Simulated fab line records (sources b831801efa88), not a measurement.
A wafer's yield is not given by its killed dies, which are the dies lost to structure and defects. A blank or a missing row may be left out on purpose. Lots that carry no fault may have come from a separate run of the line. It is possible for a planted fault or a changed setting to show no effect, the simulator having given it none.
Which tool did it?	flow sky130	42 wafers sampled from 14 lots at 1 step of a route of 708

== WHAT THE GAUGES READ, wafer by wafer ==
SKY_SD_P_TW_MEAS_11. Usual: SD_P_TW gives 2815 (standard deviation 28).
lot	measured	on	SD_P_TW	flag
L300	day 24 21:22	filmMetro-03	2763 2748 2764	
L302	day 25 09:04	filmMetro-01	2818 2797 2827	
L301	day 25 09:55	filmMetro-04	2836 2849 2848	
L304	day 26 16:25	filmMetro-04	2868 2847 2848	
L305	day 27 06:00	filmMetro-01	2835 2838 2835	
L307	day 27 20:27	filmMetro-01	2827 2823 2835	
L308	day 27 21:40	filmMetro-01	2836 2826 2819	
L316	day 31 17:15	filmMetro-04	2827 2820 2816	
L317	day 31 19:31	filmMetro-04	2820 2827 2814	
L318	day 32 05:00	filmMetro-01	2800 2809 2803	
L319	day 32 10:56	filmMetro-04	2820 2824 2822	
L320	day 33 00:19	filmMetro-01	2822 2812 2812	
L322	day 33 01:31	filmMetro-01	2815 2827 2833	
L323	day 34 19:19	filmMetro-04	2808 2802 2805	

== TOOL THAT RAN EACH LOT (tool first, then ch and the chambers of the sampled wafers, then the start) ==
Before these readings, the record contains no process step.

== AS READ BY THE TOOLS THEMSELVES (means over the sampled wafers that have a number; for cases with no such wafer, the mark the record gives instead) ==
The record holds no such reading with a usual standard deviation.

== THE ANSWER, worked out from the rows above alone ==
Rule: lot off if the mean of its wafers having a number is beyond 3 standard deviations from the usual mean. Also off: a lot with no number at a reading for which 4 or more lots have one. All remaining lots with rows at the step are treated as sound. The gauges are gone through in route order, then the tools' own readings, and for those a lot's mean is taken as printed above. At the first step where some lot is off, the reading lying furthest off is the one used; lots without a number count as furthest.
Across all readings shown, no lot is off: no conclusion can be drawn from this.

== WHAT THE SIMULATOR HAD PUT IN ==
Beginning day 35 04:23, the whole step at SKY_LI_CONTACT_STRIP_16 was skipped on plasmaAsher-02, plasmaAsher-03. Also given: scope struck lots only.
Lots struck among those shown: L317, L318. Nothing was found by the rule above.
